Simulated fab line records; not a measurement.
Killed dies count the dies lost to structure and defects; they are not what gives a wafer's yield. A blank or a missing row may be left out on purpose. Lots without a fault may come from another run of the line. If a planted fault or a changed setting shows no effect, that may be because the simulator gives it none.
A struck lot beside a sound one || flow sky130 || 17 steps out of a route of 708
Sound: the wafers L657.1, L657.5, L657.6. Wafers L660.1, L660.3, L660.6 were the ones struck. At the end, the cause is stated.
Each step with rows lists, per side, the tool, then ch with its chambers, then its first start. Under that, the readings that differ: sound wafers || struck wafers || difference of the means || sigmas: that difference in standard deviations of wafers without a fault.
alike: readings whose means differ by less than 2 such deviations, and words and numbers that are the same on both sides. not compared: withheld readings, readings that some wafer has no value for, bounds like >300 that may hide the same value, and numbers for which the record gives no deviation and whose values overlap.
Wherever a step has rows on one side only, a row that says differs or no value, or a row with sigmas, the two part there. Non-overlapping numbers with no deviation appear without sigmas and do not part them. A reading that every wafer of one side lacks parts them only if that side has two wafers or more.

SKY_VT_ADJUST_HVTR_OVL_MEAS_08:
  sound: overlay-01 at day 9 22:08; struck: overlay-02 at day 11 07:56
  alike: VT_ADJUST_HVTR_OVL
then, 1 step without rows for these wafers: SKY_VT_ADJUST_HVTR_IMPLANT_09.
SKY_VT_ADJUST_HVTR_STRIP_10: strips in O2/N2.
  sound on plasma-asher-04 ch 0,1, day 9 22:19; struck on plasma-asher-01 ch 0,1, day 11 08:07
  alike: drypump-motor-current-A, oes-product-au, strip-time-to-endpoint-s
  not compared: rf-hours-counter-h
SKY_VT_ADJUST_HVTR_TW_MEAS_11:
  sound: film-metro-04 at day 9 22:25; struck: film-metro-03 at day 11 08:13
  alike: VT_ADJUST_HVTR_TW
then, 7 steps without rows for these wafers: SKY_VT_ADJUST_PCH_DEHYDRATE_00 (time 60 s); SKY_VT_ADJUST_PCH_HMDS_01 (prime time 60 s); SKY_VT_ADJUST_PCH_COAT_02 (resist thk 3000 nm); SKY_VT_ADJUST_PCH_SOFTBAKE_03; SKY_VT_ADJUST_PCH_EXPOSE_04 (exposes mask NWM, target cd 840 nm); SKY_VT_ADJUST_PCH_PEB_05; SKY_VT_ADJUST_PCH_DEVELOP_06 (develop time 60 s).
SKY_VT_ADJUST_PCH_OVL_MEAS_07:
  sound: overlay-01 at day 10 20:57; struck: overlay-01 at day 12 08:15
{"reading": "VT_ADJUST_PCH_OVL (nm)", "sound": "-3.6 -3.0 -0.3", "struck": "1.0 1.5 0.9", "difference": "+3.4", "sigmas": "+2"}
SKY_VT_ADJUST_PCH_IMPLANT_08:
  sound on implanter-01 ch 0, day 10 20:59; struck on implanter-01 ch 0, day 12 08:17
{"reading": "dose-ions-cm2", "sound": "4.995e+11 4.993e+11 4.995e+11", "struck": "2.127e+11 2.125e+11 2.128e+11", "difference": -2.868e+11, "sigmas": "-99 or more"}
{"reading": "faraday-current-uA", "sound": "2.83 2.79 2.84", "struck": "1.20 1.16 1.20", "difference": -1.63, "sigmas": -30}
  alike: end-station-pressure-torr
SKY_VT_ADJUST_PCH_STRIP_09: strips in O2/N2.
  sound on plasma-asher-01 ch 0,1, day 10 21:08; struck on plasma-asher-01 ch 1, day 12 08:26
  alike: drypump-motor-current-A, oes-product-au, strip-time-to-endpoint-s
  not compared: rf-hours-counter-h
SKY_VT_ADJUST_PCH_TW_MEAS_10:
  sound: film-metro-02 at day 10 21:14; struck: film-metro-02 at day 12 08:32
{"reading": "VT_ADJUST_PCH_TW", "sound": "147.8 147.8 147.2", "struck": "118.4 118.3 118.6", "difference": -29.2, "sigmas": -11}
then, 1 step without rows for these wafers: SKY_SONOS_TUNNEL_DEHYDRATE_00 (time 60 s).
-- the record jumps here: 35 days lie between the struck wafers' starts before and after (it left off in module SONOS_TUNNEL and takes up again in module PAD_OPEN, whose first step shown is number 708 of the route) --
SKY_PAD_OPEN_PROBE_99:
  sound: prober-02 at day 46 02:17; struck: prober-01 at day 47 06:37
{"reading": "model.etest.nfet_16v.r-on-ohm-um", "sound": "1.37e+04 1.381e+04 1.371e+04", "struck": "1.333e+04 1.337e+04 1.341e+04", "difference": -3.700e+02, "sigmas": ""}
{"reading": "model.etest.pfet-g5v0d10v5.r-on-ohm-um", "sound": "4638 4681 4670", "struck": "4754 4795 4780", "difference": "+113", "sigmas": ""}
{"reading": "model.etest.pfet-g5v0d10v5.drive-ua-um", "sound": "352.8 351.9 347.5", "struck": "337.7 338.1 336.3", "difference": -13.4, "sigmas": ""}
{"reading": "model.etest.pfet_01v8_lvt.drive-ua-um", "sound": "175.2 172.7 175.2", "struck": "166.2 163.3 165.7", "difference": -9.3, "sigmas": ""}
{"reading": "model.etest.pfet_16v.drive-ua-um", "sound": "253 252.7 248.6", "struck": "241.8 239.3 240.5", "difference": -10.9, "sigmas": ""}
{"reading": "model.etest.pfet_01v8_mvt.drive-ua-um", "sound": "154.8 156.9 156.2", "struck": "149.8 144.1 147.2", "difference": -8.9, "sigmas": ""}
{"reading": "model.etest.pfet_01v8_lvt.off-log10-a-um", "sound": "-9.081 -9.217 -8.908", "struck": "-9.807 -9.918 -10.01", "difference": -0.843, "sigmas": ""}
{"reading": "model.etest.pfet-g5v0d10v5.off-log10-a-um", "sound": "-12.38 -12.39 -12.55", "struck": "-13.69 -13.54 -13.53", "difference": -1.15, "sigmas": ""}
  alike: killed_at_M0_to_M3, killed_at_M4_up, killed-at-contacts, killed-at-front-end, killed-at-other, killed-dies, killed-open, killed-short

WHERE THEY PART
Earliest at SKY_VT_ADJUST_PCH_OVL_MEAS_07; latest, in this record, at SKY_VT_ADJUST_PCH_TW_MEAS_10. Later steps at which nothing parts them and some readings are alike: SKY_PAD_OPEN_PROBE_99.

WHY: the cause the simulator had injected
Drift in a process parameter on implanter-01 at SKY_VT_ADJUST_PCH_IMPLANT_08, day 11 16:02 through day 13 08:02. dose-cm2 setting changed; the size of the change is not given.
